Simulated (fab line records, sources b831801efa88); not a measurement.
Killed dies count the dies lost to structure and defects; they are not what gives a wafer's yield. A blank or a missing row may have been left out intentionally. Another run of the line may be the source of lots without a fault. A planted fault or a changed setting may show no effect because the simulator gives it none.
Which of the tools did it? -- flow gf180mcu -- 39 wafers from 13 lots sampled at 5 of the route's 602 steps

WHAT EACH GAUGE READ, for each wafer
GF_PSD_RS_MEAS_14: a four-point-probe measurement.
lot,measured,on,NSD_RS (ohm/sq)
L781,day 14 12:27,film-metro-03,46.27 46.09 46.18
L782,day 15 03:28,film-metro-03,46.10 46.15 45.99
L783,day 15 11:10,film-metro-03,46.05 46.02 46.07
L785,day 15 22:32,film-metro-02,46.12 46.11 46.01
L786,day 16 07:50,film-metro-01,46.18 46.13 46.11
L787,day 16 16:50,film-metro-01,46.02 46.02 46.00
L791,day 18 02:37,film-metro-01,46.09 46.12 46.19
L792,day 18 10:53,film-metro-01,46.05 46.06 46.19
L794,day 19 02:43,film-metro-02,46.05 46.08 46.00
L795,day 19 07:24,film-metro-01,46.10 46.17 46.16
L796,day 19 19:35,film-metro-02,46.29 46.12 46.22
L801,day 21 13:56,film-metro-02,46.02 46.01 45.90
L803,day 22 09:23,film-metro-03,46.06 46.12 46.15

GF_SALICIDE_THK_MEAS_05: measures by xrf.
lot,measured,on,SALICIDE_TIN_THK (nm)
L781,day 15 10:47,film-metro-03,19.48 19.56 19.23
L782,day 16 02:08,film-metro-02,19.56 19.50 19.61
L783,day 16 09:34,film-metro-02,19.38 20.12 20.03
L785,day 16 21:01,film-metro-03,19.64 19.40 19.48
L786,day 17 07:07,film-metro-04,19.46 19.75 19.75
L787,day 17 16:07,film-metro-03,19.93 19.76 19.74
L791,day 19 03:38,film-metro-04,19.86 20.02 19.82
L792,day 19 11:34,film-metro-02,20.09 20.28 20.50
L794,day 20 03:23,film-metro-04,19.79 19.98 19.60
L795,day 20 09:02,film-metro-02,19.95 20.04 19.70
L796,day 20 20:32,film-metro-03,19.87 19.57 19.46
L801,day 22 13:54,film-metro-04,19.76 19.88 20.16
L803,day 23 09:20,film-metro-02,19.67 20.02 19.91

GF_CONTACT_THK_MEAS_01.
lot,measured,on,CONTACT_CVD_00_THK (nm)
L781,day 15 11:10,film-metro-01,298 299 297
L782,day 16 02:32,film-metro-04,300 293 297
L783,day 16 09:58,film-metro-04,305 304 307
L785,day 16 21:25,film-metro-02,299 292 298
L786,day 17 07:31,film-metro-04,305 305 306
L787,day 17 16:31,film-metro-01,305 298 295
L791,day 19 04:01,film-metro-01,304 308 305
L792,day 19 11:58,film-metro-01,309 298 303
L794,day 20 03:47,film-metro-02,306 301 310
L795,day 20 09:26,film-metro-01,302 306 309
L796,day 20 20:56,film-metro-02,258 309 302
L801,day 22 14:18,film-metro-01,305 305 305
L803,day 23 09:45,film-metro-02,302 302 300

WHAT TOOL EACH LOT RAN ON (gives the tool, then ch and the chambers of the sampled wafers, and finally the start)
lot,GF_SALICIDE_SPUTTER_02,GF_CONTACT_CVD_00
L781,"pvd-sputter-02, day 15 10:36","hdpcvd-02 ch 0,1, day 15 11:08"
L782,"pvd-sputter-02, day 16 01:56","hdpcvd-02 ch 0,1,2, day 16 02:29"
L783,"pvd-sputter-03, day 16 09:23","hdpcvd-01 ch 1,2, day 16 09:55"
L785,"pvd-sputter-01, day 16 20:50","hdpcvd-02 ch 0,1,2, day 16 21:22"
L786,"pvd-sputter-01, day 17 06:56","hdpcvd-01 ch 1,2, day 17 07:28"
L787,"pvd-sputter-01, day 17 15:56","hdpcvd-02 ch 0,1, day 17 16:28"
L791,"pvd-sputter-01, day 19 03:27","hdpcvd-01 ch 1,2, day 19 03:59"
L792,"pvd-sputter-02, day 19 11:24","hdpcvd-01 ch 0,1,2, day 19 11:56"
L794,"pvd-sputter-03, day 20 03:12","hdpcvd-01 ch 0,1,2, day 20 03:44"
L795,"pvd-sputter-03, day 20 08:51","hdpcvd-01 ch 0,1,2, day 20 09:22"
L796,"pvd-sputter-01, day 20 20:21","hdpcvd-01 ch 1,2, day 20 20:53"
L801,"pvd-sputter-03, day 22 13:43","hdpcvd-02 ch 0,1, day 22 14:14"
L803,"pvd-sputter-01, day 23 09:10","hdpcvd-02 ch 1,2, day 23 09:42"
- GF_SALICIDE_SPUTTER_02: material Co, target thk 10 nm, time 20 s.
- GF_CONTACT_CVD_00: deposits SiO2, target thk 300 nm, time 50 s.

AS READ BY THE TOOLS THEMSELVES (means over the sampled wafers that have a number; for cases with no such wafer, the mark the record gives instead)
GF_SALICIDE_SPUTTER_02.
lot,tool,throttle-valve-pct (%)
L781,pvd-sputter-02,29.5
L782,pvd-sputter-02,29.8
L783,pvd-sputter-03,30.2
L785,pvd-sputter-01,30.8
L786,pvd-sputter-01,30.2
L787,pvd-sputter-01,30.2
L791,pvd-sputter-01,29.5
L792,pvd-sputter-02,29.9
L794,pvd-sputter-03,30.0
L795,pvd-sputter-03,30.5
L796,pvd-sputter-01,30.6
L801,pvd-sputter-03,30.3
L803,pvd-sputter-01,30.1

GF_CONTACT_CVD_00.
lot,tool,sih4-flow-sccm (sccm)
L781,hdpcvd-02,60.09
L782,hdpcvd-02,59.89
L783,hdpcvd-01,60.23
L785,hdpcvd-02,59.96
L786,hdpcvd-01,59.94
L787,hdpcvd-02,60.05
L791,hdpcvd-01,60.05
L792,hdpcvd-01,60.01
L794,hdpcvd-01,60.18
L795,hdpcvd-01,60.16
L796,hdpcvd-01,56.88
L801,hdpcvd-02,60.01
L803,hdpcvd-02,59.84

THE ANSWER, worked out from the rows above alone
Rule: the lots themselves supply what counts as usual. Put in order of their means at a reading, lots are off if they are a third of the lots or fewer, leave a main group of 4 or more, and stand apart from it by a gap of 3 or more times the standard deviation of the main group's means; of several such gaps the widest counts. The tables above print the reading to a certain number of digits; a main group whose means all agree to those digits is not used. A lot without any number at a reading at which 4 lots or more have one is off too. Where the step has rows for the other lots, those lots are counted as sound. Order of review: gauges by route order, followed by the tools' own readings, for which a lot's mean as printed above is used. At the first step where some lot is off, the reading lying furthest off is the one used; lots without a number count as furthest.
Off at GF_CONTACT_CVD_00 (sih4-flow-sccm): L796. Mean 60.03 sccm and standard deviation 0.11 in the main group.
If a tool, at that step or one of the process steps before it, ran each lot that is off and ran no sound lot following the first of them, it fits. One candidate fits, namely hdpcvd-01 at GF_CONTACT_CVD_00. Its last sound lot is L795 (day 20 09:22), its first lot that is off L796 (day 20 20:53): a fault that began between those two fits.
The tool's own readings at GF_CONTACT_CVD_00 bear it out: on the lots that are off they differ by more than 5 times the standard deviation of the sound lots' means. sih4-flow-sccm reads 56.88 sccm there against 60.03 sccm on the sound lots.

WHAT HAD BEEN PUT IN BY THE SIMULATOR
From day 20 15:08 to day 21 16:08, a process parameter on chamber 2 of hdpcvd-01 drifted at GF_CONTACT_CVD_00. Setting sih4-flow-sccm shifted by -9 from 60. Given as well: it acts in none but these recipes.
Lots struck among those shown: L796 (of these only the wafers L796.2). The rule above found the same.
